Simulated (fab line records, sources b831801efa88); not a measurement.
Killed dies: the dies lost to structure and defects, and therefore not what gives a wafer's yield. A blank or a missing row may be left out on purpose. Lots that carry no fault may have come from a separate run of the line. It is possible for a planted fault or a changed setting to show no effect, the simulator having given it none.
8D (eight disciplines) problem report, filled in by code ; flow sky130 ; the parts of the form that need people (team, actions taken, sign-off) are left out

== 1. THE PROBLEM ==
Mean of killed_at_M0_to_M3 at SKY_PAD_OPEN_PROBE_99: 174 across 6 wafers in 2 lots; on wafers with no fault it is 43 (standard deviation 6.8). That puts it +19 standard deviations away from the usual mean.
Seen first at day 50 12:08 on prober-01, wafer L699.3. The record holds 24 wafers of 8 lots with a number at this step. The rule behind "out" and "out of limits": a value lying over 4 standard deviations away from the usual mean. The rest of the wafers with a number are treated as sound.

== 2. WHAT IT IS, WHAT IT ISN'T ==
question;is;is not
which readings at this step;killed_at_M0_to_M3, defect-limited-yield, killed-dies, sort_bin_5_function, sort_bin_6_memory, sort-n-pass, sort-yield-pct;killed-at-front-end, killed-at-other, killed-short
which lots;L698, L699;L680, L683, L685, L686, L687, L702
which wafers of those lots;all that have a number;-
read on which tools;prober-01, prober-02;-
when;from day 50 12:08;"up to then (15 sound wafers); but 3 sound wafers of L702 came after"

== 3. WHAT RULES OUT EACH SUSPECT ==
Counting: a tool at a process step up to the reading stays a suspect if it ran every lot that is out and no sound lot after the first of them.
- cmp-01 at SKY_VIA3_CMP_24 (polishes, stops on SiO2, t overpolish 20 s, target thk 0 nm): kept. All lots that are out passed through it, beginning with L699 at day 45 10:30, and no sound lot followed; its final sound lot before that point was L687 at day 42 13:38.
Left after counting: cmp-01 at SKY_VIA3_CMP_24.

== 4. THE CAUSE (what the simulator had put in) ==
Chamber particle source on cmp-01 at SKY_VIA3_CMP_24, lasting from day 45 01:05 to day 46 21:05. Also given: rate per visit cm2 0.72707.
This tool alone remained once counting was done.

== 5. THE EFFECT CHAIN, in route order ==
Rows list readings where the struck wafers' mean (over those with a number) sits beyond 3 standard deviations from the usual. Only readings whose record carries a usual standard deviation are examined. hours: median over the lots of the time between each lot's start at the first step of this table that gives one and its start at this step. sigmas: the change, counted in usual standard deviations.
hours;step;reading;usual;on struck wafers;change;sigmas
0;SKY_PAD_OPEN_PROBE_99;defect-limited-yield;82.4 %;57.7;-24.7;-12
0;SKY_PAD_OPEN_PROBE_99;killed_at_M0_to_M3;43;174;+131;+19
0;SKY_PAD_OPEN_PROBE_99;killed-dies;87;208;+121;+12
0;SKY_PAD_OPEN_PROBE_99;killed-on-rim;17;37;+20;+4.9
0;SKY_PAD_OPEN_PROBE_99;sort_bin_3_pad_short;0.9 %;2.5;+1.6;+4.2
0;SKY_PAD_OPEN_PROBE_99;sort_bin_5_function;10.4 %;26.6;+16.2;+12
0;SKY_PAD_OPEN_PROBE_99;sort_bin_6_memory;6.3 %;13.2;+6.9;+6.3
0;SKY_PAD_OPEN_PROBE_99;sort-n-pass;405;284;-121;-12
0;SKY_PAD_OPEN_PROBE_99;sort-yield-pct;82.4 %;57.7;-24.7;-12
The process steps in it:
- SKY_PAD_OPEN_PROBE_99

== 6. WHAT WOULD HAVE CAUGHT IT SOONER ==
First out-of-limits reading in this record: day 50 12:08, which is 131 hours after fault onset at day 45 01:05.
An alarm limit of 4 standard deviations would not have fired on the tool readings at SKY_VIA3_CMP_24 for which the record gives a usual standard deviation, since none of them was out on any struck wafer.
Lots out: 2; all had begun SKY_VIA3_CMP_24 on cmp-01 by day 50 12:08. Tool hold at that time: it would have spared none of them.
